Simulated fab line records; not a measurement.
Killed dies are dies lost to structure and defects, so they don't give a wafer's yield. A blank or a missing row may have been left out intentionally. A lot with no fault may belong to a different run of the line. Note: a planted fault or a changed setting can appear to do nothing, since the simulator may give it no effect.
Matching of chambers || flow sky130 || SKY_VIA4_CMP_02 on cmp-02 has 4 sister chambers
The step polishes SiO2. 8 wafers are shown with their chamber, then 7 later ones without.

EACH WAFER AND ITS CHAMBER
{"wafer": "L700.2", "chamber": 1, "motorCurrentA (A)": 10.2}
{"wafer": "L700.6", "chamber": 1, "motorCurrentA (A)": 10.2}
{"wafer": "L704.5", "chamber": 3, "motorCurrentA (A)": 13.5}
{"wafer": "L705.1", "chamber": 3, "motorCurrentA (A)": 13.8}
{"wafer": "L705.2", "chamber": 2, "motorCurrentA (A)": 11.1}
{"wafer": "L705.3", "chamber": 0, "motorCurrentA (A)": 13.2}
{"wafer": "L707.3", "chamber": 2, "motorCurrentA (A)": 10.8}
{"wafer": "L707.5", "chamber": 0, "motorCurrentA (A)": 13.0}

WAFERS WHOSE CHAMBER IS MISSING
{"wafer": "L707.6", "motorCurrentA (A)": 13.2}
{"wafer": "L713.1", "motorCurrentA (A)": 13.0}
{"wafer": "L713.3", "motorCurrentA (A)": 11.3}
{"wafer": "L713.4", "motorCurrentA (A)": 13.7}
{"wafer": "L712.2", "motorCurrentA (A)": 10.7}
{"wafer": "L712.5", "motorCurrentA (A)": 13.7}
{"wafer": "L712.6", "motorCurrentA (A)": 11.1}

THE CHAMBER EACH PASSED THROUGH
{"wafer": "L707.6", "from the rows above": 0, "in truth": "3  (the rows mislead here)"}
{"wafer": "L713.1", "from the rows above": 0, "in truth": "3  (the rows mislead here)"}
{"wafer": "L713.3", "from the rows above": 2, "in truth": 2}
{"wafer": "L713.4", "from the rows above": 3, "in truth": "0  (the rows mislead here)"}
{"wafer": "L712.2", "from the rows above": "can't be placed: 2 or 1", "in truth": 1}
{"wafer": "L712.5", "from the rows above": 3, "in truth": 3}
{"wafer": "L712.6", "from the rows above": 2, "in truth": 2}
Placed correctly: 3 of 7. From these rows, 1 cannot be placed; in 1 the true chamber is one of the candidates. Wrongly placed: 3.
How it was worked out, from the rows above alone: a wafer's distance from a chamber is the root of the sum, over the readings, of the square of ((its reading less the chamber's mean) divided by the reading's scatter). The wafer belongs to the nearest chamber; if the next one is less than 2 further off, it can't be placed. Each chamber's mean is taken over the wafers shown for it. The scatter is the square root of a quotient: the sum, over the shown wafers, of each reading's squared deviation from its chamber's mean, divided by wafers minus chambers.
